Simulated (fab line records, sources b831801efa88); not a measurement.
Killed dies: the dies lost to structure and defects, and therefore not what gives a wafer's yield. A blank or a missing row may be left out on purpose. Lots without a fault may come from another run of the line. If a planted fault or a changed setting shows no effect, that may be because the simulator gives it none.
Chamber matching	flow gf180mcu	rie_diel-04 running GF_V3_ETCH_16: 4 sister chambers
The step etches BARC in N2/H2. 4 wafers are shown with their chamber, then 9 later ones without.

## EACH WAFER AND ITS CHAMBER
wafer	chamber	drypump_motor_current_A (A)
L083.5	1	5.5
L088.1	3	5.5
L088.3	2	5.5
L088.4	0	6.7

## WAFERS WITH NO CHAMBER GIVEN
wafer	drypump_motor_current_A (A)
L095.4	6.7
L095.5	5.5
L095.6	6.7
L096.4	5.5
L096.5	5.5
L096.6	6.7
L097.1	6.7
L097.4	5.5
L097.5	6.8

## EACH ONE'S CHAMBER
wafer	from the rows above	in truth
L095.4	0	0
L095.5	can't be placed: 1 or 2 or 3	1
L095.6	0	0
L096.4	can't be placed: 1 or 2 or 3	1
L096.5	can't be placed: 1 or 2 or 3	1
L096.6	0	0
L097.1	0	0
L097.4	can't be placed: 1 or 2 or 3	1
L097.5	0	0
5 of 9 placed correctly. Can't be placed from these rows: 4 (the true chamber is among the candidates in 4). 0 placed wrongly.
How it was worked out, from the rows above alone: a wafer's distance from a chamber is the root of the sum, over the readings, of the square of ((its reading less the chamber's mean) divided by the reading's scatter). If the next closest chamber is less than 2 further off than the closest, the wafer can't be placed; otherwise it belongs to the closest. The mean given for a chamber averages the wafers shown for that chamber. The scatter: root of mean squared gap, hidden wafer to nearest shown wafer, with one shown wafer a chamber.
